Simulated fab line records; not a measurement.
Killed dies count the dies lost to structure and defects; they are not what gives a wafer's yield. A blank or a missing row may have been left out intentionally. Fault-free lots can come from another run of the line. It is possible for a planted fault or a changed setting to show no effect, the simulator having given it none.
Chamber matching :: flow gf180mcu :: pecvd-01 running GF_V3_CVD_02: 3 sister chambers
The step deposits SiO2 from TEOS, target thk 850 nm, time 94.851 s. 24 wafers are shown with their chamber, then 12 later ones without.

## WAFERS PAIRED WITH THEIR CHAMBERS
wafer: L075.1
chamber: 2
heater power w (W): 734

wafer: L075.2
chamber: 1
heater power w (W): 608

wafer: L075.3
chamber: 0
heater power w (W): 646

wafer: L075.4
chamber: 2
heater power w (W): 773

wafer: L075.5
chamber: 1
heater power w (W): 660

wafer: L075.6
chamber: 0
heater power w (W): 720

wafer: L078.1
chamber: 2
heater power w (W): 676

wafer: L078.2
chamber: 1
heater power w (W): 706

wafer: L078.5
chamber: 1
heater power w (W): 723

wafer: L081.3
chamber: 1
heater power w (W): 759

wafer: L081.5
chamber: 0
heater power w (W): 713

wafer: L081.6
chamber: 1
heater power w (W): 606

wafer: L082.1
chamber: 0
heater power w (W): 655

wafer: L082.2
chamber: 2
heater power w (W): 824

wafer: L082.4
chamber: 1
heater power w (W): 707

wafer: L083.3
chamber: 0
heater power w (W): 750

wafer: L083.4
chamber: 0
heater power w (W): 794

wafer: L083.6
chamber: 2
heater power w (W): 831

wafer: L085.2
chamber: 1
heater power w (W): 749

wafer: L085.3
chamber: 2
heater power w (W): 805

wafer: L085.6
chamber: 2
heater power w (W): 678

wafer: L092.1
chamber: 1
heater power w (W): 662

wafer: L092.2
chamber: 2
heater power w (W): 814

wafer: L092.3
chamber: 0
heater power w (W): 793

SIGNATURES (means of the wafers above)
reading: heater power w
chamber 0: 724.43
chamber 1: 686.67
chamber 2: 766.88
scatter within a chamber: 59.7
Rule: distance of a wafer from a chamber = root of the sum over the readings of ((wafer's reading minus chamber's mean) / reading's scatter) squared. If the next closest chamber is less than 2 further off than the closest, the wafer can't be placed; otherwise it belongs to the closest. The scatter: take each reading less its chamber's mean, square it, sum over the shown wafers, divide by the number of wafers less the number of chambers, and take the root.

## WAFERS WITH NO CHAMBER GIVEN
wafer: L092.4
heater power w (W): 621

wafer: L092.5
heater power w (W): 840

wafer: L092.6
heater power w (W): 704

wafer: L094.1
heater power w (W): 754

wafer: L094.2
heater power w (W): 724

wafer: L094.4
heater power w (W): 805

wafer: L096.3
heater power w (W): 635

wafer: L096.4
heater power w (W): 692

wafer: L096.5
heater power w (W): 607

wafer: L097.1
heater power w (W): 809

wafer: L097.5
heater power w (W): 742

wafer: L097.6
heater power w (W): 872

## WHICH CHAMBER EACH WENT THROUGH
wafer: L092.4
from the rows above: can't be placed: 1 or 0 or 2
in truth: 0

wafer: L092.5
from the rows above: can't be placed: 2 or 0 or 1
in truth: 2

wafer: L092.6
from the rows above: can't be placed: 1 or 0 or 2
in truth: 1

wafer: L094.1
from the rows above: can't be placed: 2 or 0 or 1
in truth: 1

wafer: L094.2
from the rows above: can't be placed: 0 or 1 or 2
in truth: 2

wafer: L094.4
from the rows above: can't be placed: 2 or 0 or 1
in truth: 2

wafer: L096.3
from the rows above: can't be placed: 1 or 0 or 2
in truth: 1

wafer: L096.4
from the rows above: can't be placed: 1 or 0 or 2
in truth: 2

wafer: L096.5
from the rows above: can't be placed: 1 or 0 or 2
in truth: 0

wafer: L097.1
from the rows above: can't be placed: 2 or 0 or 1
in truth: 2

wafer: L097.5
from the rows above: can't be placed: 0 or 2 or 1
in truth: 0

wafer: L097.6
from the rows above: can't be placed: 2 or 0 or 1
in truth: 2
0 of 12 placed correctly. From these rows, 12 cannot be placed; in 12 the true chamber is one of the candidates. Number placed wrongly: 0.
